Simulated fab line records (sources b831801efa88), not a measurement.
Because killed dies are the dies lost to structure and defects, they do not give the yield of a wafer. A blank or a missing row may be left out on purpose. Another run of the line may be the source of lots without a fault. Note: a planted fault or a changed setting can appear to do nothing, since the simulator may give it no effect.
Which tool is to blame? / flow sky130 / 11 lots, 33 wafers sampled, at 4 steps of a route of 708

## WHAT THE GAUGES SHOWED, per wafer
SKY_SONOS_TUNNEL_CD_MEAS_07: target cd 410 nm.
lot=L465; measured=day 12 16:12; on=cd_sem-02; cd_nm (nm)=412.0 411.4 412.0
lot=L467; measured=day 13 09:18; on=cd_sem-02; cd_nm (nm)=412.6 413.6 410.3
lot=L469; measured=day 13 21:33; on=cd_sem-02; cd_nm (nm)=413.3 413.8 414.4
lot=L471; measured=day 14 12:47; on=cd_sem-02; cd_nm (nm)=409.9 412.3 409.3
lot=L473; measured=day 15 10:57; on=cd_sem-01; cd_nm (nm)=414.0 410.7 409.9
lot=L474; measured=day 15 14:35; on=cd_sem-01; cd_nm (nm)=410.8 409.5 409.3
lot=L475; measured=day 16 02:50; on=cd_sem-02; cd_nm (nm)=412.1 414.6 412.0
lot=L476; measured=day 16 12:56; on=cd_sem-01; cd_nm (nm)=408.7 409.1 409.7
lot=L477; measured=day 16 17:40; on=cd_sem-02; cd_nm (nm)=409.6 411.2 408.6
lot=L478; measured=day 17 06:17; on=cd_sem-02; cd_nm (nm)=411.8 413.1 409.8
lot=L479; measured=day 17 10:31; on=cd_sem-01; cd_nm (nm)=413.6 412.4 410.6

SKY_SONOS_ONO_THK_MEAS_01.
lot=L465; measured=day 12 18:11; on=film_metro-04; SONOS_ONO_OXIDATION_THK (nm)=2.68 2.63 2.67
lot=L467; measured=day 13 12:16; on=film_metro-04; SONOS_ONO_OXIDATION_THK (nm)=2.58 2.61 2.60
lot=L469; measured=day 14 00:28; on=film_metro-03; SONOS_ONO_OXIDATION_THK (nm)=2.64 2.63 2.68
lot=L471; measured=day 14 14:46; on=film_metro-03; SONOS_ONO_OXIDATION_THK (nm)=2.62 2.71 2.64
lot=L473; measured=day 15 14:02; on=film_metro-04; SONOS_ONO_OXIDATION_THK (nm)=2.58 2.54 2.63
lot=L474; measured=day 15 18:25; on=film_metro-04; SONOS_ONO_OXIDATION_THK (nm)=2.58 2.58 2.56
lot=L475; measured=day 16 04:50; on=film_metro-03; SONOS_ONO_OXIDATION_THK (nm)=2.55 2.50 2.50
lot=L476; measured=day 16 17:11; on=film_metro-04; SONOS_ONO_OXIDATION_THK (nm)=1.80 1.91 1.91
lot=L477; measured=day 16 20:46; on=film_metro-04; SONOS_ONO_OXIDATION_THK (nm)=2.48 2.52 2.57
lot=L478; measured=day 17 10:07; on=film_metro-03; SONOS_ONO_OXIDATION_THK (nm)=1.83 1.89 1.88
lot=L479; measured=day 17 13:28; on=film_metro-02; SONOS_ONO_OXIDATION_THK (nm)=2.67 2.60 2.63

## WHICH TOOL RAN EACH LOT (tool, then ch and the chambers of the sampled wafers, then the start)
lot=L465; SKY_VT_ADJUST_LVTN_STRIP_09=plasma_asher-02 ch 0,1, day 8 02:06; SKY_SONOS_ONO_OXIDATION_00=furnace-01 ch 0, day 12 16:49
lot=L467; SKY_VT_ADJUST_LVTN_STRIP_09=plasma_asher-04 ch 0,1, day 8 14:58; SKY_SONOS_ONO_OXIDATION_00=furnace-01 ch 0, day 13 10:55
lot=L469; SKY_VT_ADJUST_LVTN_STRIP_09=plasma_asher-04 ch 1, day 9 00:21; SKY_SONOS_ONO_OXIDATION_00=furnace-02 ch 0, day 13 23:07
lot=L471; SKY_VT_ADJUST_LVTN_STRIP_09=plasma_asher-03 ch 0,1, day 9 13:23; SKY_SONOS_ONO_OXIDATION_00=furnace-01 ch 0, day 14 13:24
lot=L473; SKY_VT_ADJUST_LVTN_STRIP_09=plasma_asher-03 ch 0,1, day 10 04:08; SKY_SONOS_ONO_OXIDATION_00=furnace-01 ch 0, day 15 12:40
lot=L474; SKY_VT_ADJUST_LVTN_STRIP_09=plasma_asher-02 ch 0,1, day 10 08:57; SKY_SONOS_ONO_OXIDATION_00=furnace-01 ch 0, day 15 17:04
lot=L475; SKY_VT_ADJUST_LVTN_STRIP_09=plasma_asher-03 ch 1, day 10 18:44; SKY_SONOS_ONO_OXIDATION_00=furnace-02 ch 0, day 16 03:29
lot=L476; SKY_VT_ADJUST_LVTN_STRIP_09=plasma_asher-03 ch 0, day 11 02:45; SKY_SONOS_ONO_OXIDATION_00=furnace-01 ch 0, day 16 15:50
lot=L477; SKY_VT_ADJUST_LVTN_STRIP_09=plasma_asher-03 ch 0,1, day 11 07:30; SKY_SONOS_ONO_OXIDATION_00=furnace-02 ch 0, day 16 19:25
lot=L478; SKY_VT_ADJUST_LVTN_STRIP_09=plasma_asher-04 ch 0,1, day 11 15:45; SKY_SONOS_ONO_OXIDATION_00=furnace-01 ch 0, day 17 08:46
lot=L479; SKY_VT_ADJUST_LVTN_STRIP_09=plasma_asher-04 ch 0,1, day 11 23:07; SKY_SONOS_ONO_OXIDATION_00=furnace-02 ch 0, day 17 12:07
- SKY_VT_ADJUST_LVTN_STRIP_09: strips in O2/N2.
- SKY_SONOS_ONO_OXIDATION_00: stabilise 600 s, purge 300 s, target thk 2.6 nm.

## WHAT THE TOOLS THEMSELVES READ (means of the sampled wafers that have a number; where no wafer has one, the mark that the record gives instead)
SKY_VT_ADJUST_LVTN_STRIP_09.
lot=L465; tool=plasma_asher-02; drypump_motor_current_A (A)=5.34; oes_product_au (a.u.)=0.726; strip_time_to_endpoint_s (s)=37.03
lot=L467; tool=plasma_asher-04; drypump_motor_current_A (A)=5.29; oes_product_au (a.u.)=0.721; strip_time_to_endpoint_s (s)=36.84
lot=L469; tool=plasma_asher-04; drypump_motor_current_A (A)=4.95; oes_product_au (a.u.)=0.726; strip_time_to_endpoint_s (s)=36.92
lot=L471; tool=plasma_asher-03; drypump_motor_current_A (A)=5.43; oes_product_au (a.u.)=0.726; strip_time_to_endpoint_s (s)=36.87
lot=L473; tool=plasma_asher-03; drypump_motor_current_A (A)=5.42; oes_product_au (a.u.)=0.720; strip_time_to_endpoint_s (s)=36.82
lot=L474; tool=plasma_asher-02; drypump_motor_current_A (A)=5.33; oes_product_au (a.u.)=0.723; strip_time_to_endpoint_s (s)=36.76
lot=L475; tool=plasma_asher-03; drypump_motor_current_A (A)=5.56; oes_product_au (a.u.)=0.725; strip_time_to_endpoint_s (s)=36.81
lot=L476; tool=plasma_asher-03; drypump_motor_current_A (A)=5.35; oes_product_au (a.u.)=0.724; strip_time_to_endpoint_s (s)=37.01
lot=L477; tool=plasma_asher-03; drypump_motor_current_A (A)=5.52; oes_product_au (a.u.)=0.722; strip_time_to_endpoint_s (s)=37.00
lot=L478; tool=plasma_asher-04; drypump_motor_current_A (A)=5.28; oes_product_au (a.u.)=0.727; strip_time_to_endpoint_s (s)=36.76
lot=L479; tool=plasma_asher-04; drypump_motor_current_A (A)=5.29; oes_product_au (a.u.)=0.722; strip_time_to_endpoint_s (s)=36.95

SKY_SONOS_ONO_OXIDATION_00.
lot=L465; tool=furnace-01; ramp_down_c_per_min=3.0003; spike_tc_bottom_C (C)=819.7; spike_tc_centre_C (C)=799.3; spike_tc_lower_C (C)=798.9; spike_tc_top_C (C)=810; spike_tc_upper_C (C)=799.9; tube_center_temp_C (C)=800; tube_center_temp_C_max=801.9; zone_power_top_pct (%)=30.2
lot=L467; tool=furnace-01; ramp_down_c_per_min=2.9994; spike_tc_bottom_C (C)=820.6; spike_tc_centre_C (C)=798.4; spike_tc_lower_C (C)=799.5; spike_tc_top_C (C)=809; spike_tc_upper_C (C)=800.1; tube_center_temp_C (C)=800; tube_center_temp_C_max=802.1; zone_power_top_pct (%)=30.5
lot=L469; tool=furnace-02; ramp_down_c_per_min=2.9997; spike_tc_bottom_C (C)=819.2; spike_tc_centre_C (C)=800.1; spike_tc_lower_C (C)=799.0; spike_tc_top_C (C)=818; spike_tc_upper_C (C)=799.3; tube_center_temp_C (C)=800; tube_center_temp_C_max=802.1; zone_power_top_pct (%)=30.6
lot=L471; tool=furnace-01; ramp_down_c_per_min=3.0001; spike_tc_bottom_C (C)=820.3; spike_tc_centre_C (C)=799.5; spike_tc_lower_C (C)=799.2; spike_tc_top_C (C)=809; spike_tc_upper_C (C)=799.6; tube_center_temp_C (C)=800; tube_center_temp_C_max=801.9; zone_power_top_pct (%)=30.8
lot=L473; tool=furnace-01; ramp_down_c_per_min=2.9997; spike_tc_bottom_C (C)=818.7; spike_tc_centre_C (C)=799.9; spike_tc_lower_C (C)=798.9; spike_tc_top_C (C)=809; spike_tc_upper_C (C)=800.0; tube_center_temp_C (C)=800; tube_center_temp_C_max=802.1; zone_power_top_pct (%)=30.2
lot=L474; tool=furnace-01; ramp_down_c_per_min=2.9996; spike_tc_bottom_C (C)=820.3; spike_tc_centre_C (C)=800.2; spike_tc_lower_C (C)=799.2; spike_tc_top_C (C)=809; spike_tc_upper_C (C)=800.1; tube_center_temp_C (C)=800; tube_center_temp_C_max=802.1; zone_power_top_pct (%)=29.8
lot=L475; tool=furnace-02; ramp_down_c_per_min=3.0005; spike_tc_bottom_C (C)=819.0; spike_tc_centre_C (C)=801.0; spike_tc_lower_C (C)=799.9; spike_tc_top_C (C)=817; spike_tc_upper_C (C)=800.2; tube_center_temp_C (C)=800; tube_center_temp_C_max=802.1; zone_power_top_pct (%)=30.8
lot=L476; tool=furnace-01; ramp_down_c_per_min=3.0000; spike_tc_bottom_C (C)=796.6; spike_tc_centre_C (C)=776.0; spike_tc_lower_C (C)=775.3; spike_tc_top_C (C)=785; spike_tc_upper_C (C)=775.4; tube_center_temp_C (C)=776; tube_center_temp_C_max=778.1; zone_power_top_pct (%)=29.0
lot=L477; tool=furnace-02; ramp_down_c_per_min=3.0001; spike_tc_bottom_C (C)=819.3; spike_tc_centre_C (C)=799.9; spike_tc_lower_C (C)=798.9; spike_tc_top_C (C)=818; spike_tc_upper_C (C)=799.5; tube_center_temp_C (C)=800; tube_center_temp_C_max=801.9; zone_power_top_pct (%)=30.7
lot=L478; tool=furnace-01; ramp_down_c_per_min=2.9998; spike_tc_bottom_C (C)=796.1; spike_tc_centre_C (C)=775.4; spike_tc_lower_C (C)=774.6; spike_tc_top_C (C)=785; spike_tc_upper_C (C)=775.7; tube_center_temp_C (C)=776; tube_center_temp_C_max=778.3; zone_power_top_pct (%)=29.4
lot=L479; tool=furnace-02; ramp_down_c_per_min=3.0006; spike_tc_bottom_C (C)=820.4; spike_tc_centre_C (C)=800.3; spike_tc_lower_C (C)=799.7; spike_tc_top_C (C)=818; spike_tc_upper_C (C)=799.1; tube_center_temp_C (C)=800; tube_center_temp_C_max=802.0; zone_power_top_pct (%)=31.1

## THE ANSWER, worked out from the rows above alone
Rule: usual is defined by the lots themselves. Put in order of their means at a reading, lots are off if they are a third of the lots or fewer, leave a main group of 4 or more, and stand apart from it by a gap of 3 or more times the standard deviation of the main group's means; of several such gaps the widest counts. Not used: any main group whose means are identical at the precision the tables above print for the reading. A lot without any number at a reading at which 4 lots or more have one is off too. The other lots that the step has rows for count as sound. After the gauges, taken in route order, come the tools' own readings; for these a lot's mean is taken, as printed above. The first step at which some lot is off is used, and at that step the reading that is off furthest; a lot without a number counts as furthest.
Off: L476, L478, at SKY_SONOS_ONO_THK_MEAS_01 (SONOS_ONO_OXIDATION_THK). The main group: mean 2.60 nm, standard deviation 0.052.
If a tool, at a process step before that reading, ran all the lots that are off and no sound lot after the first of them, it fits. The gauges at SKY_SONOS_ONO_THK_MEAS_01 aren't tried: what is off there is off at SKY_SONOS_ONO_OXIDATION_00 too, on other tools, and a gauge's error can't cause that. One candidate fits, namely furnace-01 at SKY_SONOS_ONO_OXIDATION_00. A fault onset in the window from L474 (day 15 17:04, its last sound lot) to L476 (day 16 15:50, its first lot off) fits.
The tool's own readings at SKY_SONOS_ONO_OXIDATION_00 bear it out: on the lots that are off they differ by more than 5 times the standard deviation of the sound lots' means. spike_tc_bottom_C reads 796.4 C there against 819.7 C on the sound lots; spike_tc_centre_C reads 775.7 C there against 799.8 C on the sound lots; spike_tc_lower_C reads 775.0 C there against 799.2 C on the sound lots; spike_tc_top_C reads 785 C there against 813 C on the sound lots; spike_tc_upper_C reads 775.5 C there against 799.8 C on the sound lots; tube_center_temp_C reads 776 C there against 800 C on the sound lots; tube_center_temp_C_max reads 778.2 there against 802.0 on the sound lots.

## WHAT THE SIMULATOR HAD PUT IN
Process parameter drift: furnace-01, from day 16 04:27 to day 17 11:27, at SKY_SONOS_ONO_OXIDATION_00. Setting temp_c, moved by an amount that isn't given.
Lots struck among those shown: L476, L478. Same finding as the rule above.
